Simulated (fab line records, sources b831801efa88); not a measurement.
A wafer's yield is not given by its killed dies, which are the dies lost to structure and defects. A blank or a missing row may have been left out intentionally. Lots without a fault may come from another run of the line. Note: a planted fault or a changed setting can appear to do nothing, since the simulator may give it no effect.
Which tool did it?    flow gf180mcu    12 lots, 36 wafers sampled, at 2 steps of a route of 602

## WHAT THE GAUGES SHOWED, per wafer
GF_M3_RS_MEAS_05: a four-point-probe measurement. Usual: M3_ALCU_RS gives 0.0694 ohm/sq (standard deviation 0.00065).
lot   measured      on             M3_ALCU_RS (ohm/sq)   flag
L447  day 20 17:41  film metro-04  0.0701 0.0698 0.0704  
L448  day 21 06:35  film metro-01  0.0682 0.0684 0.0696  
L450  day 21 23:32  film metro-03  0.0703 0.0694 0.0694  
L451  day 22 05:37  film metro-04  0.0700 0.0695 0.0690  
L460  day 25 14:49  film metro-03  0.0681 0.0690 0.0687  
L463  day 26 08:00  film metro-04  0.0700 0.0698 0.0696  
L464  day 26 14:56  film metro-01  0.0694 0.0700 0.0690  
L465  day 26 21:14  film metro-01  0.0691 0.0696 0.0692  
L466  day 27 08:08  film metro-04  0.0687 0.0683 0.0696  
L467  day 27 12:15  film metro-03  0.0688 0.0682 0.0687  
L468  day 27 18:55  film metro-04  0.0696 0.0697 0.0694  
L469  day 28 03:02  film metro-03  0.0701 0.0701 0.0698  

GF_V3_THK_MEAS_01. Usual: V3_CVD_00_THK gives 580 nm (standard deviation 6.4).
lot   measured      on             V3_CVD_00_THK (nm)  flag
L447  day 21 18:17  film metro-04  586 591 577         
L448  day 22 07:36  film metro-04  569 583 592         
L450  day 22 23:35  film metro-01  575 577 574         
L451  day 23 05:01  film metro-04  577 577 577         
L460  day 26 12:42  film metro-02  576 587 577         
L463  day 27 05:26  film metro-04  582 577 577         
L464  day 27 12:34  film metro-02  582 573 571         
L465  day 27 18:20  film metro-01  588 590 586         
L466  day 28 04:19  film metro-01  580 577 580         
L467  day 28 09:03  film metro-04  579 577 576         
L468  day 28 15:16  film metro-04  593 589 595         
L469  day 28 22:59  film metro-01  574 581 581         

## WHICH TOOL RAN EACH LOT (tool, then ch and the chambers of the sampled wafers, then the start)
There is no process step in the record ahead of these readings.

## WHAT THE TOOLS THEMSELVES READ (means of the sampled wafers that have a number; where no wafer has one, the mark that the record gives instead)
The record holds no such reading with a usual standard deviation.

## THE ANSWER, worked out from the rows above alone
Rule: take the mean of a lot's wafers that have a number; if it is more than 3 standard deviations from the usual mean, the lot is off. Also off: a lot with no number at a reading for which 4 or more lots have one. Where the step has rows for the other lots, those lots are counted as sound. After the gauges, taken in route order, come the tools' own readings; for these a lot's mean is taken, as printed above. The first step at which some lot is off is used, and at that step the reading that is off furthest; a lot without a number counts as furthest.
No lot is off at any reading shown: from this, nothing can be told.

## WHAT THE SIMULATOR HAD INSERTED
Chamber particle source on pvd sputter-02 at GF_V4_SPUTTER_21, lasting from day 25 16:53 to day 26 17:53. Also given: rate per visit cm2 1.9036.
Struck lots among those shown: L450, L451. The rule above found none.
